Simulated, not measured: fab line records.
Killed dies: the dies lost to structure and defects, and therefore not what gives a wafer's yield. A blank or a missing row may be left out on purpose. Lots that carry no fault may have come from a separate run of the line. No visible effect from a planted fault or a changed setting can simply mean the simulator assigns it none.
fab line records	flow sky130
record lots=6	wafers=18	last-day=50
route steps=708 shown VT_ADJUST_PCH@146 SONOS_TUNNEL@154 PAD_OPEN@708
lots untouched by any fault: they come from a run of this same line in which no faults occurred
start-h: the number of hours between the record's first day and the start of the first shown wafer of the lot	wait-h: hours elapsed since this lot's preceding step	" identical to the entry in the row above	L1.1+2: a single row standing in for several wafers	- value missing, or start not given	* or withheld: withheld	< > ~ a bound
route shown NAME@n: names a module that has steps shown in the file, with the first one's number in the route	usual: mean/standard deviation of fault-free wafers	same: alike in all rows	chamber/n: place in a boat	sites: per-site readings	_std_site: how widely they spread, as a standard deviation	_edge_site: the outer-site mean with the inner-site mean subtracted	radius-mm: how far each site lies from the wafer's centre	mask NAME#n: copy n	behind: the last tool/chamber to shape the wafer	hold: reason for holding the lot/hours on hold/outcome of the hold	device: which transistor (n, p or np) failed to switch	end of line: the same wafers' tests at the end of the route	where a step has no rows: the recipe by itself	killed: dies that structure and defects cost at the first sort, which is not the same as the wafer's yield	map: per-die view of a wafer (x killed, . not killed, _ where there is no die)
set.NAME: the setting the step ran with; set.NAME@STEP: the setting that earlier step ran with	model.NAME: the simulator's own value behind a step, which no gauge read
lots at selected steps of the route; one table per step, one row per wafer
services: a tool's chamber out of use, with start hour (start-h, from the record's first day; less than 0 if before it), hours out, and reason
## steps
# step SKY_VT_ADJUST_PCH_SOFTBAKE_03
# recipe temp-c=110	time-s=withheld
# step SKY_VT_ADJUST_PCH_EXPOSE_04
# recipe mask-id=NWM	na=0.6	source-shape=conventional	sigma-outer=0.6	polarization=unpolarized	target-cd-nm=840	dose-mj=255
# step SKY_VT_ADJUST_PCH_PEB_05
# recipe temp-c=115	time-s=withheld
# step SKY_VT_ADJUST_PCH_DEVELOP_06
# recipe wall-angle-deg=90	developer=TMAH	develop-time-s=60	dev-temp-c=23
# step SKY_VT_ADJUST_PCH_OVL_MEAS_07
# usual VT_ADJUST_PCH_OVL=0.4/1.4
lot.wafer	tool	chamber	start-h	wait-h	VT_ADJUST_PCH_OVL[nm]
L803.1	overlay-02	-	224.54	-	2.1
L803.3	"	-	"	"	1.3
L803.6	"	-	"	"	0.5
L812.1	overlay-02	-	300.74	-	0.8
L812.2	"	-	"	"	-0.6
L812.3	"	-	"	"	0.4
L818.2	overlay-02	-	348.63	-	3.7
L818.4	"	-	"	"	1.7
L818.6	"	-	"	"	1.2
L819.2	overlay-01	-	353.88	-	0.1
L819.4	"	-	"	"	-0.1
L819.5	"	-	"	"	-0.8
L822.1	overlay-02	-	368.52	-	0.4
L822.3	"	-	"	"	-0.9
L822.4	"	-	"	"	-1.4
L825.1	overlay-01	-	395.04	-	1.6
L825.4	"	-	"	"	0.8
L825.5	"	-	"	"	1.0
# step SKY_VT_ADJUST_PCH_IMPLANT_08
# recipe species=B	energy-kev=10	dose-cm2=5e+11	tilt-deg=withheld
# step SKY_VT_ADJUST_PCH_STRIP_09
# recipe chemistry=O2/N2	power-w=1400	pressure-mtorr=1500	platen-temp-c=withheld	o2-flow-sccm=3000	n2-flow-sccm=300	overash-fraction=0.5
# usual drypump-motor-current-A=5.7/0.34	oes-product-au=0.722/0.0049	strip-time-to-endpoint-s=36.85/0.1
# same overash-fraction=0.5
lot.wafer	tool	chamber	start-h	wait-h	drypump-motor-current-A	oes-product-au	rf-hours-counter-h	strip-time-to-endpoint-s
L803.1	plasma-asher-01	0	224.73	0.1	5.9	0.721	52	36.75
L803.3	"	1	"	"	5.4	0.716	-	36.68
L803.6	"	1	"	"	5.4	0.728	-	36.78
L812.1	plasma-asher-04	0	300.93	0.1	5.5	0.720	19	36.73
L812.2	"	1	"	"	5.5	0.709	19	36.81
L812.3	"	0	"	"	5.6	0.732	-	36.83
L818.2	plasma-asher-03	1	348.81	0.1	6.4	0.719	48	36.81
L818.4	"	1	"	"	6.4	0.723	-	36.74
L818.6	"	0	"	"	5.5	0.716	-	36.89
L819.2	plasma-asher-03	0	354.06	0.1	5.5	0.723	49	36.83
L819.4	"	1	"	"	6.4	0.719	-	36.88
L819.5	"	1	"	"	6.4	0.714	-	36.85
L822.1	plasma-asher-01	0	368.71	0.1	5.9	0.727	66	36.84
L822.3	"	1	"	"	5.3	0.723	-	36.81
L822.4	"	0	"	"	5.9	0.722	-	36.83
L825.1	plasma-asher-01	1	395.23	0.1	5.4	0.716	69	37.05
L825.4	"	0	"	"	5.9	0.723	-	36.97
L825.5	"	1	"	"	5.4	0.715	-	36.89
# step SKY_VT_ADJUST_PCH_TW_MEAS_10
# usual VT_ADJUST_PCH_TW=142.2/0.79
lot.wafer	tool	chamber	start-h	wait-h	VT_ADJUST_PCH_TW
L803.1	film-metro-03	-	224.83	0.1	143.1
L803.3	"	-	"	"	141.9
L803.6	"	-	"	"	142.2
L812.1	film-metro-01	-	301.03	0.1	142.4
L812.2	"	-	"	"	141.8
L812.3	"	-	"	"	142.0
L818.2	film-metro-01	-	348.92	0.1	141.0
L818.4	"	-	"	"	141.1
L818.6	"	-	"	"	140.8
L819.2	film-metro-01	-	354.17	0.1	141.1
L819.4	"	-	"	"	141.7
L819.5	"	-	"	"	140.9
L822.1	film-metro-01	-	368.81	0.1	143.1
L822.3	"	-	"	"	142.8
L822.4	"	-	"	"	142.4
L825.1	film-metro-03	-	395.33	0.1	142.7
L825.4	"	-	"	"	142.9
L825.5	"	-	"	"	142.9
# step SKY_SONOS_TUNNEL_DEHYDRATE_00
# recipe temp-c=200	time-s=60
# step SKY_SONOS_TUNNEL_HMDS_01
# recipe prime-time-s=60	prime-temp-c=120
# step SKY_SONOS_TUNNEL_COAT_02
# recipe resist=NOVOLAK	spin-rpm=3000	resist-thk-nm=1140
# step SKY_SONOS_TUNNEL_SOFTBAKE_03
# recipe temp-c=90	time-s=60	resist=NOVOLAK
# step SKY_SONOS_TUNNEL_EXPOSE_04
# recipe mask-id=TUNM	na=0.6	source-shape=conventional	sigma-outer=0.6	polarization=unpolarized	target-cd-nm=410	dose-mj=136
lot.wafer	tool	chamber	start-h	wait-h	mask	model.SONOS_TUNNEL.overlay-x-nm
L803.1+3+6	iline-stepper-01	0	236.17	-	TUNM#0	0.8273
L812.1+2+3	iline-stepper-02	0	313.29	-	TUNM#0	-0.4337
L818.2+4+6	iline-stepper-01	0	362.96	-	TUNM#0	0.2805
L819.2+4+5	iline-stepper-01	0	368.19	-	TUNM#0	260.3
L822.1+3+4	iline-stepper-02	0	383.62	-	TUNM#0	-0.4761
L825.1+4+5	iline-stepper-01	0	410.06	-	TUNM#0	260.4
# step SKY_SONOS_TUNNEL_PEB_05
# recipe temp-c=withheld	time-s=*	resist=NOVOLAK
# step SKY_SONOS_TUNNEL_DEVELOP_06
# recipe resist=NOVOLAK	developer=TMAH	develop-time-s=60	dev-temp-c=23
# step SKY_SONOS_TUNNEL_CD_MEAS_07
# recipe target-cd-nm=410
# usual cd-nm=408.8/2.5
lot.wafer	tool	chamber	start-h	wait-h	cd-nm
L803.1	cd-sem-02	-	247.94	0.1	405.7
L803.3	"	-	"	"	407.8
L803.6	"	-	"	"	409.4
L812.1	cd-sem-01	-	326.49	0.1	405.7
L812.2	"	-	"	"	402.1
L812.3	"	-	"	"	407.0
L818.2	cd-sem-01	-	376.84	0.1	411.8
L818.4	"	-	"	"	409.4
L818.6	"	-	"	"	412.1
L819.2	cd-sem-02	-	382.11	0.1	403.9
L819.4	"	-	"	"	406.3
L819.5	"	-	"	"	406.4
L822.1	cd-sem-01	-	397.72	0.1	407.4
L822.3	"	-	"	"	407.7
L822.4	"	-	"	"	407.6
L825.1	cd-sem-01	-	424.94	0.1	411.2
L825.4	"	-	"	"	412.3
L825.5	"	-	"	"	409.0
# step SKY_SONOS_TUNNEL_OVL_MEAS_08
# usual SONOS_TUNNEL_OVL=0.2/1.5
lot.wafer	tool	chamber	start-h	wait-h	SONOS_TUNNEL_OVL[nm]
L803.1	overlay-01	-	248.06	0.1	1.5
L803.3	"	-	"	"	2.1
L803.6	"	-	"	"	0.9
L812.1	overlay-01	-	326.61	0.1	-0.8
L812.2	"	-	"	"	-0.3
L812.3	"	-	"	"	-0.1
L818.2	overlay-01	-	376.95	0.1	-0.6
L818.4	"	-	"	"	1.1
L818.6	"	-	"	"	1.8
L819.2	overlay-02	-	382.21	0.1	259.7
L819.4	"	-	"	"	261.7
L819.5	"	-	"	"	261.0
L822.1	overlay-02	-	397.84	0.1	-0.9
L822.3	"	-	"	"	-2.3
L822.4	"	-	"	"	0.6
L825.1	overlay-02	-	425.06	0.1	259.9
L825.4	"	-	"	"	260.6
L825.5	"	-	"	"	260.1
# step SKY_SONOS_TUNNEL_IMPLANT_09
# recipe species=B	energy-kev=20	dose-cm2=1e+12	tilt-deg=withheld
# step SKY_PAD_OPEN_PROBE_99
# usual killed_at_M0_to_M3=44/7.8	killed_at_M4_up=3.1/1.7	killed-at-contacts=25/5.1	killed-at-front-end=15/4.4	killed-at-other=0.5/0.68	killed-dies=88/9.9	killed-on-rim=17/3.9	killed-open=48/6.9	killed-short=39/6.5
# same gross-dies=492	killed-at-back-side=0
lot.wafer	tool	chamber	start-h	wait-h	killed_at_M0_to_M3	killed_at_M4_up	killed-at-contacts	killed-at-front-end	killed-at-other	killed-dies	killed-on-rim	killed-open	killed-short	model.etest.sonos-erased.drive-ua-um	model.etest.sonos-uncharged.r-on-ohm-um	model.etest.sonos-programmed.off-log10-a-um	model.etest.sonos-erased.vt-v	model.etest.sonos-programmed.vt-v	model.etest.sonos-baked.vt-v	model.etest.sonos-uncharged.vt-v	model.etest.sonos-baked.vt-less-v
L803.1	prober-02	-	1067.95	0.1	41	1	19	10	0	71	15	39	32	188.5	785.4	-13.91	-2.272	1.407	0.8978	-0.4579	-0.5089
L803.3	prober-02	-	1068.05	0.2	27	1	25	22	0	75	13	46	29	175.1	797.4	-13.9	-2.252	1.39	0.9046	-0.43	-0.485
L803.6	prober-02	-	1068.20	0.2	42	3	22	15	0	82	13	43	38	196.1	810.2	-14.04	-2.225	1.4	0.8825	-0.4163	-0.5173
L812.1	prober-01	-	1132.59	0.1	46	3	26	21	1	97	21	49	47	226.4	801.2	-13.94	-2.385	1.502	0.9629	-0.4459	-0.5394
L812.2	prober-01	-	1132.64	0.1	36	5	28	13	0	82	23	51	31	194.3	809.9	-13.89	-2.334	1.566	1.038	-0.4232	-0.5282
L812.3	prober-01	-	1132.69	0.2	49	3	22	19	0	93	21	53	40	196.5	793.9	-13.91	-2.342	1.55	1.02	-0.4357	-0.5301
L818.2	prober-01	-	1163.86	0.1	54	0	27	17	1	99	24	69	30	197.6	804.4	-13.99	-2.225	1.311	0.8842	-0.4386	-0.4268
L818.4	prober-01	-	1163.96	0.2	38	3	25	13	0	79	13	45	34	178.7	808.5	-13.89	-2.209	1.295	0.8718	-0.442	-0.4235
L818.6	prober-01	-	1164.06	0.2	40	3	20	14	0	77	10	37	40	196.8	815.1	-13.96	-2.304	1.408	0.969	-0.4336	-0.4393
L819.2	prober-02	-	1167.61	0.1	52	3	17	420	0	492	96	31	48	56.51	733.3	-5.532	-0.7505	0.165	-0.07965	-0.7128	-0.2446
L819.4	prober-02	-	1167.71	0.2	32	3	32	424	1	492	96	51	33	50.16	737.1	-5.886	-0.7142	0.2126	-0.07862	-0.731	-0.2912
L819.5	prober-02	-	1167.76	0.2	35	5	28	423	1	492	96	58	31	49.9	740.6	-5.534	-0.7128	0.1586	-0.08467	-0.6889	-0.2433
L822.1	prober-02	-	1181.80	0.1	47	4	21	7	1	80	13	41	39	175.6	819.4	-14.11	-2.273	1.522	1.015	-0.4017	-0.5076
L822.3	prober-02	-	1181.90	0.2	55	3	21	13	2	94	15	52	41	212.2	815.5	-14.01	-2.296	1.535	0.993	-0.4315	-0.5423
L822.4	prober-02	-	1181.95	0.2	48	2	25	14	0	89	19	48	41	177.1	813.9	-13.96	-2.259	1.569	1.02	-0.4303	-0.5487
L825.1	prober-01	-	1191.70	0.1	45	4	16	426	1	492	96	43	35	58.92	734.9	-5.059	-0.7666	0.181	-0.03859	-0.7318	-0.2196
L825.4	prober-01	-	1191.85	0.2	48	7	19	417	1	492	96	52	48	47.6	740.1	-5.344	-0.7091	0.192	-0.01994	-0.7519	-0.2119
L825.5	prober-01	-	1191.90	0.2	35	2	23	432	0	492	96	43	28	52.67	737.8	-5.048	-0.7435	0.1426	-0.04313	-0.7546	-0.1857
# killed by level:class
L803.1 VIA1:geometric-particle:open=9 VIA2:geometric-particle:open=7 CONTACT:geometric-particle:open=7 METAL1:geometric-particle:short=7 LI_CONTACT:geometric-particle:open=5 CONTACT:geometric-particle:short=4 METAL2:geometric-particle:short=4 FIELD_ISO:geometric-particle:short=3
L803.3 VIA1:geometric-particle:open=11 CONTACT:geometric-particle:short=9 LI_CONTACT:geometric-particle:open=8 VIA3:geometric-particle:open=6 FIELD_ISO:geometric-particle:short=5 FIELD_ISO:geometric-particle:open=5 POLY_GATE:geometric-particle:open=5 CONTACT:geometric-particle:open=5
L803.6 VIA3:geometric-particle:open=16 CONTACT:geometric-particle:open=7 VIA1:geometric-particle:open=6 POLY_GATE:geometric-particle:short=5 METAL2:geometric-particle:short=5 LI_CONTACT:geometric-particle:short=4 LI_CONTACT:geometric-particle:open=4 CONTACT:geometric-particle:short=4
L812.1 FIELD_ISO:geometric-particle:short=8 METAL1:geometric-particle:short=8 CONTACT:geometric-particle:open=7 LI_CONTACT:geometric-particle:open=7 VIA1:geometric-particle:open=7 VIA2:geometric-particle:open=7 CONTACT:geometric-particle:short=6 VIA3:geometric-particle:open=6
L812.2 CONTACT:geometric-particle:open=10 VIA2:geometric-particle:open=9 LI_CONTACT:geometric-particle:open=8 VIA3:geometric-particle:open=7 VIA1:geometric-particle:open=7 CONTACT:geometric-particle:short=6 FIELD_ISO:geometric-particle:open=4 SPACER:geometric-particle:short=4
L812.3 VIA2:geometric-particle:open=15 VIA1:geometric-particle:open=11 FIELD_ISO:geometric-particle:short=8 LI_CONTACT:geometric-particle:open=6 CONTACT:geometric-particle:open=6 VIA2:geometric-particle:short=6 VIA3:geometric-particle:open=5 LI_CONTACT:geometric-particle:short=4
L818.2 VIA1:geometric-particle:open=14 CONTACT:geometric-particle:open=11 VIA3:geometric-particle:open=10 VIA1:geometric-particle:short=8 VIA2:geometric-particle:open=8 POLY_GATE:geometric-particle:short=6 LI_CONTACT:geometric-particle:open=6 LOCAL_INTERCONNECT:geometric-particle:open=5
L818.4 VIA1:geometric-particle:open=10 LI_CONTACT:geometric-particle:open=8 VIA2:geometric-particle:open=7 VIA1:geometric-particle:short=6 CONTACT:geometric-particle:open=6 LI_CONTACT:geometric-particle:short=5 LOCAL_INTERCONNECT:geometric-particle:short=5 METAL2:geometric-particle:short=5
L818.6 VIA1:geometric-particle:open=10 METAL1:geometric-particle:short=7 CONTACT:geometric-particle:open=6 POLY_GATE:geometric-particle:open=5 VIA3:geometric-particle:open=5 LI_CONTACT:geometric-particle:open=5 LI_CONTACT:geometric-particle:short=5 VIA1:geometric-particle:short=5
L819.2 SONOS_TUNNEL:overlay=413 METAL2:geometric-particle:short=8 METAL1:geometric-particle:short=8 VIA1:geometric-particle:open=8 VIA3:geometric-particle:short=6 VIA1:geometric-particle:short=6 LI_CONTACT:geometric-particle:open=5 VIA3:geometric-particle:open=5
L819.4 SONOS_TUNNEL:overlay=407 CONTACT:geometric-particle:open=14 VIA1:geometric-particle:open=11 LI_CONTACT:geometric-particle:open=7 FIELD_ISO:geometric-particle:open=5 LOCAL_INTERCONNECT:geometric-particle:short=5 METAL3:geometric-particle:short=4 POLY_GATE:geometric-particle:short=4
L819.5 SONOS_TUNNEL:overlay=401 LI_CONTACT:geometric-particle:open=12 CONTACT:geometric-particle:open=9 VIA1:geometric-particle:open=9 POLY_GATE:geometric-particle:open=7 METAL2:geometric-particle:short=7 FIELD_ISO:geometric-particle:open=5 METAL1:geometric-particle:short=5
L822.1 METAL2:geometric-particle:short=9 VIA1:geometric-particle:open=8 LI_CONTACT:geometric-particle:open=7 VIA2:geometric-particle:open=7 LOCAL_INTERCONNECT:geometric-particle:short=5 CONTACT:geometric-particle:open=5 METAL1:geometric-particle:short=5 VIA3:geometric-particle:open=5
L822.3 VIA1:geometric-particle:open=13 METAL1:geometric-particle:short=9 VIA3:geometric-particle:short=7 CONTACT:geometric-particle:open=7 VIA2:geometric-particle:open=7 VIA3:geometric-particle:open=7 LI_CONTACT:geometric-particle:open=6 FIELD_ISO:geometric-particle:open=5
L822.4 VIA1:geometric-particle:open=13 CONTACT:geometric-particle:open=7 METAL2:geometric-particle:short=7 FIELD_ISO:geometric-particle:open=6 LOCAL_INTERCONNECT:geometric-particle:short=6 VIA1:geometric-particle:short=6 VIA2:geometric-particle:open=5 METAL1:geometric-particle:short=5
L825.1 SONOS_TUNNEL:overlay=414 VIA1:geometric-particle:open=14 CONTACT:geometric-particle:open=10 VIA2:geometric-particle:open=6 METAL1:geometric-particle:short=6 METAL4:geometric-particle:short=4 LOCAL_INTERCONNECT:geometric-particle:short=4 VIA2:geometric-particle:short=4
L825.4 SONOS_TUNNEL:overlay=392 VIA1:geometric-particle:open=11 VIA2:geometric-particle:open=8 CONTACT:geometric-particle:open=7 METAL2:geometric-particle:short=7 FIELD_ISO:geometric-particle:short=6 LI_CONTACT:geometric-particle:open=6 POLY_GATE:geometric-particle:short=5
L825.5 SONOS_TUNNEL:overlay=419 LI_CONTACT:geometric-particle:open=12 VIA1:geometric-particle:open=9 CONTACT:geometric-particle:open=5 VIA3:geometric-particle:open=5 CONTACT:geometric-particle:short=4 METAL3:geometric-particle:open=4 POLY_GATE:geometric-particle:open=3
# map L819.2 (x killed, . not)
__________xxxxxxxxxx_________
________xxxxxxxxxxxxxx_______
______xxxxxxxxxxxxxxxxxx_____
_____xxxxxxxxxxxxxxxxxxxx____
____xxxxxxxxxxxxxxxxxxxxxx___
___xxxxxxxxxxxxxxxxxxxxxxxx__
__xxxxxxxxxxxxxxxxxxxxxxxxxx_
_xxxxxxxxxxxxxxxxxxxxxxxxxxxx
_xxxxxxxxxxxxxxxxxxxxxxxxxxxx
_xxxxxxxxxxxxxxxxxxxxxxxxxxxx
_xxxxxxxxxxxxxxxxxxxxxxxxxxxx
_xxxxxxxxxxxxxxxxxxxxxxxxxxxx
_xxxxxxxxxxxxxxxxxxxxxxxxxxxx
_xxxxxxxxxxxxxxxxxxxxxxxxxxxx
_xxxxxxxxxxxxxxxxxxxxxxxxxxxx
__xxxxxxxxxxxxxxxxxxxxxxxxxx_
___xxxxxxxxxxxxxxxxxxxxxxxx__
____xxxxxxxxxxxxxxxxxxxxxx___
_____xxxxxxxxxxxxxxxxxxxx____
______xxxxxxxxxxxxxxxxxx_____
________xxxxxxxxxxxxxx_______
__________xxxxxxxxxx_________
# map L825.1 (x killed, . not)
__________xxxxxxxxxx_________
________xxxxxxxxxxxxxx_______
______xxxxxxxxxxxxxxxxxx_____
_____xxxxxxxxxxxxxxxxxxxx____
____xxxxxxxxxxxxxxxxxxxxxx___
___xxxxxxxxxxxxxxxxxxxxxxxx__
__xxxxxxxxxxxxxxxxxxxxxxxxxx_
_xxxxxxxxxxxxxxxxxxxxxxxxxxxx
_xxxxxxxxxxxxxxxxxxxxxxxxxxxx
_xxxxxxxxxxxxxxxxxxxxxxxxxxxx
_xxxxxxxxxxxxxxxxxxxxxxxxxxxx
_xxxxxxxxxxxxxxxxxxxxxxxxxxxx
_xxxxxxxxxxxxxxxxxxxxxxxxxxxx
_xxxxxxxxxxxxxxxxxxxxxxxxxxxx
_xxxxxxxxxxxxxxxxxxxxxxxxxxxx
__xxxxxxxxxxxxxxxxxxxxxxxxxx_
___xxxxxxxxxxxxxxxxxxxxxxxx__
____xxxxxxxxxxxxxxxxxxxxxx___
_____xxxxxxxxxxxxxxxxxxxx____
______xxxxxxxxxxxxxxxxxx_____
________xxxxxxxxxxxxxx_______
__________xxxxxxxxxx_________
## services
tool	chamber	start-h	hours	kind
plasma-asher-03	-	249.57	1.1	repair
iline-stepper-02	-	254.06	2.2	repair
plasma-asher-03	-	256.39	6.4	repair
iline-stepper-01	-	261.41	2.1	pm
iline-stepper-01	-	263.50	-	consumable-replace:lamp
iline-stepper-01	-	265.76	1.7	pm
plasma-asher-01	-	277.42	3.7	repair
plasma-asher-03	-	285.83	14.6	pm
iline-stepper-01	-	286.49	2.8	repair
plasma-asher-03	-	300.43	15.6	pm
iline-stepper-02	-	305.94	4.4	pm
iline-stepper-02	-	315.84	1.7	pm
iline-stepper-01	-	319.72	4.4	pm
iline-stepper-02	0	330.43	-	calibration
iline-stepper-02	-	342.34	5.6	repair
plasma-asher-04	-	344.65	0.7	repair
iline-stepper-01	0	362.18	-	calibration
plasma-asher-03	-	377.40	2.6	repair
iline-stepper-01	-	400.44	3.6	repair
## key
first-sign step=SKY_SONOS_TUNNEL_OVL_MEAS_08	reading=SONOS_TUNNEL_OVL	direction=up	sigmas=99+	usual=0.2	struck=260.5
effect step=SKY_PAD_OPEN_PROBE_99	reading=killed-at-front-end	direction=up	sigmas=92	usual=15	struck=424
model-effect step=SKY_SONOS_TUNNEL_EXPOSE_04	value=SONOS_TUNNEL.overlay-x-nm	without=-0.446	struck=260.3
model-effect step=SKY_PAD_OPEN_PROBE_99	value=etest.sonos-erased.drive-ua-um	without=185.3	struck=52.63
more-kills-born-at SKY_SONOS_TUNNEL_EXPOSE_04@iline-stepper-01=2446
met-at SKY_SONOS_TUNNEL_EXPOSE_04
struck-wafers L819.2,L819.4,L819.5,L825.1,L825.4,L825.5
tester-left-out L819,L825
onset-between 362.96 368.19
fault kind=scanner-matching-overlay	tool=iline-stepper-01	chamber=-	onset-h=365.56	steps=SKY_SONOS_TUNNEL_EXPOSE_04	offset=260.78
# tester-left-out: of these lots the tester's yield and bins aren't shown, on N5 and GAA mostly nor the transistor test; their killed dies are dies lost to structure and defects alone, not to doping, threshold or leakage, so they don't give the yield
